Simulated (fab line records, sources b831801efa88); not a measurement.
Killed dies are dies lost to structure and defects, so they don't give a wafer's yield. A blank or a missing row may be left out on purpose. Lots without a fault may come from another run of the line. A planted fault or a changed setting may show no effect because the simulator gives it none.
fab line records | flow sky130
record lots=5 wafers=15 last_day=50
route steps=708 shown PAD_OPEN@699
lots that met no fault: from a run of the same line without faults
start_h: hours from the record's first day to the start of the lot's first wafer shown | wait_h: hours since the lot's step before | " the same as in the row above | L1.1+2: a row that stands for several wafers | - no value, or no start given | * or withheld: withheld | < > ~ a bound
route shown NAME@n: a module of which the file shows steps, and the number in the route of the first | usual: mean/standard deviation of fault-free wafers | same: alike in all rows | chamber/n: place in a boat | sites: the reading at each site | _std_site: their standard deviation | _edge_site: outer sites' mean less inner sites' | radius_mm: how far each site lies from the wafer's centre | mask NAME#n: copy n | behind: the tool/chamber that last shaped the wafer | hold: why the lot was held/for how many hours/how that ended | device: the transistor (n, p or np) that didn't switch | end of line: the same wafers' tests at the end of the route | a step without rows: its recipe alone | killed: dies lost to structure and defects at the first sort, not the wafer's yield | map: a wafer's dies, x killed, . not, _ none there
set.NAME: the setting as run; set.NAME@STEP: as run at that earlier step | model.NAME: the simulator's own value behind a step, which no gauge read
lots at some steps of the route; a table a step, a row a wafer
services: from which hour (start_h, from the record's first day; less than 0 if before it) a tool's chamber was out of use, for how many hours, and why
## steps
# step SKY_PAD_OPEN_PEB_05
# recipe temp_c=115 time_s=withheld
# usual plate_temp_C=115.01/0.13
# columns lot.wafer tool chamber start_h wait_h plate_temp_C
L087.3 litho_track-02 0 - - 115.15
L087.5 " 0 " " 115.09
L087.6 " 0 " " 115.11
L090.3 litho_track-02 0 - - 114.93
L090.4 " 0 " " 115.06
L090.6 " 0 " " 115.09
L093.2 litho_track-02 0 - - 115.07
L093.4 " 0 " " 114.89
L093.5 " 0 " " 114.84
L094.1 litho_track-02 0 - - 114.98
L094.2 " 0 " " 114.99
L094.3 " 0 " " 115.06
L096.1 litho_track-02 0 - - 115.21
L096.4 " 0 " " 115.24
L096.6 " 0 " " 115.23
# step SKY_PAD_OPEN_DEVELOP_06
# recipe develop_time_s=60 dev_temp_c=23
# same develop_time_s=60
# columns lot.wafer tool chamber start_h wait_h
L087.3+5+6 litho_track-02 0 - -
L090.3+4+6 litho_track-02 0 - -
L093.2+4+5 litho_track-02 0 - -
L094.1+2+3 litho_track-02 0 - -
L096.1+4+6 litho_track-02 0 - -
# step SKY_PAD_OPEN_ETCH_07
# recipe chemistry=CF4/O2 target_depth_nm=725 stop_on=AlCu source_w=800 bias_w=150 pressure_mtorr=150 cf4_flow_sccm=80 O2_flow_sccm=10 time_s=161.1
# usual drypump_motor_current_A=5.7/0.65 oes_product_au=0.978/0.0065 throttle_valve_pct=5.966/0.0087
# columns lot.wafer tool chamber start_h wait_h drypump_motor_current_A oes_product_au rf_hours_counter_h throttle_valve_pct
L087.3 rie_diel-02 2 1163.42 - 5.0 0.974 5 5.982
L087.5 " 3 " " 5.7 0.973 - 5.962
L087.6 " 2 " " 5.0 0.975 - 5.976
L090.3 rie_diel-02 1 1172.92 - 5.9 0.973 20 5.963
L090.4 " 0 " " 6.6 0.977 21 5.961
L090.6 " 1 " " 6.0 0.978 - 5.960
L093.2 rie_diel-02 2 1184.97 - 5.0 0.967 6 5.966
L093.4 " 3 " " 5.7 0.976 14 5.967
L093.5 " 3 " " 5.7 0.973 - 5.966
L094.1 rie_diel-02 0 1189.72 - 6.5 0.966 22 5.959
L094.2 " 2 " " 5.0 0.977 6 5.965
L094.3 " 1 " " 5.9 0.976 20 5.948
L096.1 rie_diel-01 3 1190.67 - 5.3 0.974 17 5.958
L096.4 " 1 " " 4.8 0.989 17 5.948
L096.6 " 1 " " 4.8 0.984 - 5.974
# step SKY_PAD_OPEN_STRIP_08
# recipe chemistry=O2/N2 power_w=1400 pressure_mtorr=1500 platen_temp_c=withheld overash_fraction=0.7 o2_flow_sccm=3000 n2_flow_sccm=300
# usual drypump_motor_current_A=5.5/0.4 oes_product_au=0.663/0.0048 strip_time_to_endpoint_s=37.05/0.1
# columns lot.wafer tool chamber start_h wait_h drypump_motor_current_A oes_product_au rf_hours_counter_h strip_time_to_endpoint_s
L087.3 plasma_asher-03 1 1163.56 0.1 5.4 0.660 - 37.16
L087.5 " 0 " " 5.3 0.665 - 37.05
L087.6 " 1 " " 5.4 0.655 - 37.17
L090.3 plasma_asher-02 0 1173.06 0.1 6.4 0.653 - 36.86
L090.4 " 1 " " 5.4 0.662 - 36.96
L090.6 " 1 " " 5.4 0.656 - 37.00
L093.2 plasma_asher-02 0 1185.07 0.1 6.4 0.663 43 37.03
L093.4 " 0 " " 6.4 0.661 - 36.90
L093.5 " 0 " " 6.4 0.669 - 36.95
L094.1 plasma_asher-01 0 1189.82 0.1 5.3 0.665 109 37.10
L094.2 " 1 " " 5.3 0.662 109 37.06
L094.3 " 1 " " 5.3 0.665 - 37.18
L096.1 plasma_asher-03 0 1190.77 0.1 5.3 0.656 74 37.18
L096.4 " 0 " " 5.3 0.669 - 37.18
L096.6 " 1 " " 5.4 0.660 - 37.24
# step SKY_PAD_OPEN_STRIP_09
# recipe chemistry=post_etch_residue_remover time_s=1200 temp_c=72.5
# usual bath_heat_duty_pct=14.2/1.7 temp_c=72.48/0.12
# columns lot.wafer tool chamber start_h wait_h bath_heat_duty_pct temp_c
L087.3 wet_bench-04 3 1163.62 0.0 13.1 72.40
L087.5 " 3 " " 12.5 72.41
L087.6 " 3 " " 13.0 72.29
L090.3 wet_bench-04 2 1173.12 0.0 12.4 72.45
L090.4 " 2 " " 13.2 72.51
L090.6 " 2 " " 14.4 72.78
L093.2 wet_bench-04 2 1185.17 0.1 14.3 72.50
L093.4 " 2 " " 11.7 72.28
L093.5 " 2 " " 13.6 72.33
L094.1 wet_bench-03 0 1189.92 0.1 13.4 72.32
L094.2 " 0 " " 12.2 72.25
L094.3 " 0 " " 12.1 72.31
L096.1 wet_bench-01 1 1190.87 0.1 16.8 72.60
L096.4 " 1 " " 16.2 72.50
L096.6 " 1 " " 16.2 72.56
# step SKY_PAD_OPEN_CLEAN_10
# recipe chemistry=IPA time_s=180 temp_c=25
# usual bath_heat_duty_pct=6.5/0.94 temp_c=24.97/0.11
# columns lot.wafer tool chamber start_h wait_h bath_heat_duty_pct temp_c
L087.3 wet_bench-04 2 1164.00 0.0 5.6 25.24
L087.5 " 2 " " 6.1 25.18
L087.6 " 2 " " 5.9 25.17
L090.3 wet_bench-03 1 1173.53 0.0 7.4 25.02
L090.4 " 1 " " 7.4 24.86
L090.6 " 1 " " 8.9 24.97
L093.2 wet_bench-04 3 1185.55 0.0 5.2 24.92
L093.4 " 3 " " 5.8 24.83
L093.5 " 3 " " 6.1 24.81
L094.1 wet_bench-01 2 1190.26 0.0 5.8 24.90
L094.2 " 2 " " 6.6 25.02
L094.3 " 2 " " 5.9 24.99
L096.1 wet_bench-01 2 1191.21 0.0 6.2 25.06
L096.4 " 2 " " 5.5 24.94
L096.6 " 2 " " 6.1 24.87
# step SKY_PAD_OPEN_CLEAN_11
# recipe chemistry=O3/DIW dry=n2_spin
# columns lot.wafer tool chamber start_h wait_h
L087.3+5+6 wet_bench-04 2 1164.06 0.0
L090.3+4+6 wet_bench-04 2 1173.59 0.0
L093.2+4+5 wet_bench-04 3 1185.61 0.0
L094.1+2+3 wet_bench-03 0 1190.32 0.0
L096.1+4+6 wet_bench-03 3 1191.30 0.0
# step SKY_PAD_OPEN_ANNEAL_12
# recipe temp_c=400 time_s=withheld ambient=N2/H2 idle_temp_c=300 ramp_up_c_per_min=8 ramp_down_c_per_min=4
# usual tube_center_temp_C_max=401.03/0.16
# columns lot.wafer tool chamber start_h wait_h tube_center_temp_C_max
L087.3 furnace-02 0 1164.16 0.0 401.30
L087.5 " 0 " " 401.02
L087.6 " 0 " " 401.06
L090.3 furnace-02 0 1173.70 0.0 400.93
L090.4 " 0 " " 400.91
L090.6 " 0 " " 400.94
L093.2 furnace-02 0 1185.71 0.0 400.77
L093.4 " 0 " " 401.10
L093.5 " 0 " " 400.94
L094.1 furnace-01 0 1190.41 0.0 401.04
L094.2 " 0 " " 400.99
L094.3 " 0 " " 401.53
L096.1 furnace-02 0 1191.40 0.0 401.10
L096.4 " 0 " " 401.19
L096.6 " 0 " " 400.93
# step SKY_PAD_OPEN_BOW_MEAS_13
# recipe mode=bow
# usual PAD_OPEN_BOW=48/10
# columns lot.wafer tool chamber start_h wait_h PAD_OPEN_BOW[um]
L087.3 film_metro-03 - 1165.70 - 45
L087.5 " - " " 42
L087.6 " - " " 54
L090.3 film_metro-03 - 1175.24 - 42
L090.4 " - " " 44
L090.6 " - " " 39
L093.2 film_metro-01 - 1187.23 - 32
L093.4 " - " " 32
L093.5 " - " " 38
L094.1 film_metro-01 - 1191.91 - 36
L094.2 " - " " 45
L094.3 " - " " 42
L096.1 film_metro-01 - 1192.90 - 56
L096.4 " - " " 54
L096.6 " - " " 42
## services
# columns tool chamber start_h hours kind
furnace-02 - 1149.50 5.7 pm
furnace-01 - 1155.26 4.7 pm
rie_diel-02 1 1156.71 8.0 repair
wet_bench-04 - 1158.25 0.8 repair
rie_diel-01 - 1167.11 0.4 repair
## key
fault none
